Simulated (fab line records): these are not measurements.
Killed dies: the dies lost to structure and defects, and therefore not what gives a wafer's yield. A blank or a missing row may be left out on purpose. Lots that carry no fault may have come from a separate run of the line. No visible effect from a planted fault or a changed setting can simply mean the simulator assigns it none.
2 desks looking at one fault :: flow sky130 :: only its own numbers are on each desk; what lay behind them is given at the end

## FROM THE METROLOGY DESK
What the gauges read, lot by lot, whatever tool the lot ran on: means of the sampled wafers that have a number. A lot is out of limits, marked OUT, if its mean lies more than 4 standard deviations from the usual mean; the brackets give that distance. 7 of its 9 readings are shown, namely those furthest out on some lot.
Columns: A = LI_CONTACT_BOW at SKY_LI_CONTACT_BOW_MEAS_03, usual 57 um; B = LI_CONTACT_OVL at SKY_LI_CONTACT_OVL_MEAS_13, usual 3 nm; C = LI_CONTACT_W_RS at SKY_LI_CONTACT_RS_MEAS_22, usual 0.284 ohm/sq; D = LOCAL_INTERCONNECT_TIN_RS at SKY_LOCAL_INTERCONNECT_RS_MEAS_01, usual 14.06 ohm/sq; E = LOCAL_INTERCONNECT_TIN_THK at SKY_LOCAL_INTERCONNECT_THK_MEAS_02, usual 99.2 nm; F = cd nm at SKY_LOCAL_INTERCONNECT_CD_MEAS_11, usual 169.3 nm; G = LOCAL_INTERCONNECT_OVL at SKY_LOCAL_INTERCONNECT_OVL_MEAS_12, usual 4 nm
lot: L598
first seen here: day 31 11:52
A: 45
B: -2
C: 0.288
D: 14.12
E: 98.2
F: 168.5
G: 1

lot: L600
first seen here: day 32 01:49
A: 57
B: 4
C: 0.287
D: 14.11
E: 99.4
F: 169.2
G: 3

lot: L604
first seen here: day 33 14:53
A: 57
B: 5
C: 0.282
D: 14.07
E: 99.5
F: 169.1
G: -2

lot: L605
first seen here: day 33 17:38
A: 52
B: -3
C: 0.285
D: 14.27
E: 97.7
F: 170.9
G: 3

lot: L609
first seen here: day 35 01:55
A: 49
B: 11
C: 0.285
D: 13.92
E: 99.8
F: 169.0
G: 7
This desk found nothing out of limits on any of the 5 lots.

## AT THE TOOL OWNER'S DESK: rie diel-03
The tool's own readings at SKY_LI_CONTACT_ETCH_14 (etches BARC in N2/H2, stops on SiO2, time 45.9 s, target depth 60 nm): means of the sampled wafers that have a number, for each lot that ran on this tool. A lot is out of limits, marked OUT, if its mean lies more than 4 standard deviations from the usual mean; the brackets give that distance.
Columns: A = drypump motor current A at SKY_LI_CONTACT_ETCH_14, usual 5.6 A; B = oes product au at SKY_LI_CONTACT_ETCH_14, usual 0.855 a.u.; C = throttle valve pct at SKY_LI_CONTACT_ETCH_14, usual 13.225 %
lot: L598
first seen here: day 32 14:28
A: 5.9
B: 0.855
C: 13.229

lot: L609
first seen here: day 36 04:22
A: 5.6
B: 0.854
C: 13.223
This desk found nothing out of limits on any of the 2 lots.

## PUT TOGETHER
At the metrology desk, nothing out of limits was observed.
Nothing out of limits was seen by the tool owner's desk.

## WHAT THE SIMULATOR PUT IN
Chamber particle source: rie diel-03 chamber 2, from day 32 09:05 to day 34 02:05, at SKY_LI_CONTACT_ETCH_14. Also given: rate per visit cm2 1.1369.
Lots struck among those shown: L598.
